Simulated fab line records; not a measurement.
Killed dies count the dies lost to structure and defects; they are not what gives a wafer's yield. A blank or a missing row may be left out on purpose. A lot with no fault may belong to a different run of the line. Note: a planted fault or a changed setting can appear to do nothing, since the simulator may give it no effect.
Which of the tools did it?	flow gf180mcu	11 lots with 33 wafers sampled at 5 steps, on a route of 602 steps

WHAT THE GAUGES READ, wafer by wafer
GF_V2_THK_MEAS_03.
lot	measured	on	V2_CVD_02_THK (nm)
L186	day 19 09:04	film_metro-03	874 876 879
L188	day 20 03:46	film_metro-04	841 879 872
L189	day 20 15:32	film_metro-01	862 845 859
L190	day 21 08:50	film_metro-01	851 855 865
L194	day 22 15:26	film_metro-04	816 806 811
L197	day 24 09:15	film_metro-04	817 819 812
L200	day 25 01:15	film_metro-04	847 846 852
L204	day 25 21:41	film_metro-03	831 843 853
L205	day 26 05:04	film_metro-04	844 851 854
L206	day 26 09:23	film_metro-03	841 855 841
L208	day 26 23:35	film_metro-04	856 874 855

WHAT TOOL EACH LOT RAN ON (gives the tool, then ch and the chambers of the sampled wafers, and finally the start)
lot	GF_M2_SPUTTER_02	GF_M2_SPUTTER_03	GF_M2_STRIP_17	GF_V2_CVD_02
L186	pvd_sputter-04, day 18 07:53	pvd_sputter-04, day 18 07:55	plasma_asher-03 ch 0,1, day 19 08:19	pecvd-01 ch 1,2, day 19 08:59
L188	pvd_sputter-03, day 19 02:44	pvd_sputter-03, day 19 02:46	plasma_asher-03 ch 0,1, day 20 03:01	pecvd-01 ch 0,1,2, day 20 03:41
L189	pvd_sputter-03, day 19 15:12	pvd_sputter-03, day 19 15:14	plasma_asher-02 ch 1, day 20 14:46	pecvd-02 ch 0,1,2, day 20 15:28
L190	pvd_sputter-02, day 20 07:35	pvd_sputter-02, day 20 07:37	plasma_asher-01 ch 0,1, day 21 08:07	pecvd-01 ch 1,2, day 21 08:45
L194	pvd_sputter-04, day 21 14:53	pvd_sputter-04, day 21 14:55	plasma_asher-02 ch 0,1, day 22 14:42	pecvd-01 ch 0,1,2, day 22 15:23
L197	pvd_sputter-03, day 23 09:24	pvd_sputter-03, day 23 09:26	plasma_asher-02 ch 0,1, day 24 08:27	pecvd-01 ch 0,1, day 24 09:09
L200	pvd_sputter-03, day 24 01:56	pvd_sputter-03, day 24 01:58	plasma_asher-01 ch 0,1, day 25 00:31	pecvd-03 ch 0,1,2, day 25 01:11
L204	pvd_sputter-02, day 24 22:58	pvd_sputter-02, day 24 23:00	plasma_asher-01 ch 0,1, day 25 20:54	pecvd-03 ch 0,1, day 25 21:36
L205	pvd_sputter-02, day 25 07:12	pvd_sputter-02, day 25 07:14	plasma_asher-01 ch 0,1, day 26 04:16	pecvd-03 ch 0,2, day 26 04:59
L206	pvd_sputter-02, day 25 11:37	pvd_sputter-02, day 25 11:38	plasma_asher-02 ch 0,1, day 26 08:37	pecvd-03 ch 0,2, day 26 09:18
L208	pvd_sputter-03, day 26 02:11	pvd_sputter-03, day 26 02:13	plasma_asher-01 ch 0,1, day 26 22:49	pecvd-02 ch 0,2, day 26 23:29
- GF_M2_SPUTTER_02: material AlCu, target thk 450 nm, time 23.9 s.
- GF_M2_SPUTTER_03: material Ti, target thk 10 nm, time 6.7 s.
- GF_M2_STRIP_17: strips in O2/N2.
- GF_V2_CVD_02: deposits SiO2 from TEOS, target thk 850 nm, time 94.851 s.

AS READ BY THE TOOLS THEMSELVES (means over the sampled wafers that have a number; for cases with no such wafer, the mark the record gives instead)
GF_M2_SPUTTER_02.
lot	tool	cathode_dc_power_W (W)	throttle_valve_pct (%)
L186	pvd_sputter-04	10599	29.5
L188	pvd_sputter-03	10599	29.3
L189	pvd_sputter-03	10601	30.5
L190	pvd_sputter-02	10602	29.9
L194	pvd_sputter-04	10600	29.4
L197	pvd_sputter-03	10600	29.8
L200	pvd_sputter-03	10600	30.5
L204	pvd_sputter-02	10600	31.0
L205	pvd_sputter-02	10599	30.5
L206	pvd_sputter-02	10600	29.9
L208	pvd_sputter-03	10601	29.5

GF_M2_SPUTTER_03.
lot	tool	cathode_dc_power_W (W)	throttle_valve_pct (%)
L186	pvd_sputter-04	2999.9	29.7
L188	pvd_sputter-03	2999.4	29.4
L189	pvd_sputter-03	2999.2	30.6
L190	pvd_sputter-02	2999.9	29.8
L194	pvd_sputter-04	3000.0	29.4
L197	pvd_sputter-03	2999.9	29.9
L200	pvd_sputter-03	2999.7	30.4
L204	pvd_sputter-02	2999.9	30.8
L205	pvd_sputter-02	2999.7	30.3
L206	pvd_sputter-02	3000.2	29.9
L208	pvd_sputter-03	2999.6	29.4

GF_M2_STRIP_17.
lot	tool	drypump_motor_current_A (A)	heater_power_w (W)	oes_product_au (a.u.)	strip_time_to_endpoint_s (s)
L186	plasma_asher-03	5.8	335	0.554	7.86
L188	plasma_asher-03	5.8	327	0.552	7.85
L189	plasma_asher-02	6.5	409	0.557	7.87
L190	plasma_asher-01	5.4	320	0.560	7.88
L194	plasma_asher-02	6.4	399	0.553	7.83
L197	plasma_asher-02	6.2	403	0.557	7.92
L200	plasma_asher-01	5.4	324	0.558	7.89
L204	plasma_asher-01	6.0	344	0.557	7.84
L205	plasma_asher-01	5.4	326	0.557	7.88
L206	plasma_asher-02	6.4	398	0.557	7.88
L208	plasma_asher-01	6.1	342	0.552	7.80

GF_V2_CVD_02.
lot	tool	heater_power_w (W)	rf_fwd_power_W (W)
L186	pecvd-01	699	592.5
L188	pecvd-01	688	594.9
L189	pecvd-02	648	594.6
L190	pecvd-01	717	594.2
L194	pecvd-01	684	497.7
L197	pecvd-01	687	501.9
L200	pecvd-03	667	595.1
L204	pecvd-03	705	593.6
L205	pecvd-03	675	596.3
L206	pecvd-03	667	593.1
L208	pecvd-02	585	594.6

THE ANSWER, worked out from the rows above alone
Rule: usual is defined by the lots themselves. The widest of any qualifying gaps counts: lots, ordered by their means at a reading, are off when they make up no more than a third of the lots, leave a main group of 4 or more, and stand apart from it by 3 or more times the standard deviation of that group's means. If all means in a main group match to the digits the tables above print for the reading, that group is not used. A lot without any number at a reading at which 4 lots or more have one is off too. All remaining lots with rows at the step are treated as sound. The gauges are gone through in route order, then the tools' own readings, and for those a lot's mean is taken as printed above. The first step at which some lot is off is used, and at that step the reading that is off furthest; a lot without a number counts as furthest.
Off at GF_V2_CVD_02 (rf_fwd_power_W): L194, L197. Main group: mean 594.3 W, sd 1.1.
A tool fits if, at that step or a process step before it, it ran every lot that is off, and no sound lot after the first of them. One candidate fits, namely pecvd-01 at GF_V2_CVD_02. A fault onset in the window from L190 (day 21 08:45, its last sound lot) to L194 (day 22 15:23, its first lot off) fits.
On the lots that are off, the tool's own readings at GF_V2_CVD_02 differ by more than 5 times the standard deviation of the sound lots' means, which bears it out; rf_fwd_power_W reads 499.8 W there versus 594.3 W on the sound lots.

WHAT THE SIMULATOR HAD PUT IN
Drift in process parameters on pecvd-01 at GF_V2_CVD_02, starting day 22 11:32. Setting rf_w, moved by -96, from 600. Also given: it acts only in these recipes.
Shown lots that were struck: L194, L197. The rule given above showed the same thing.
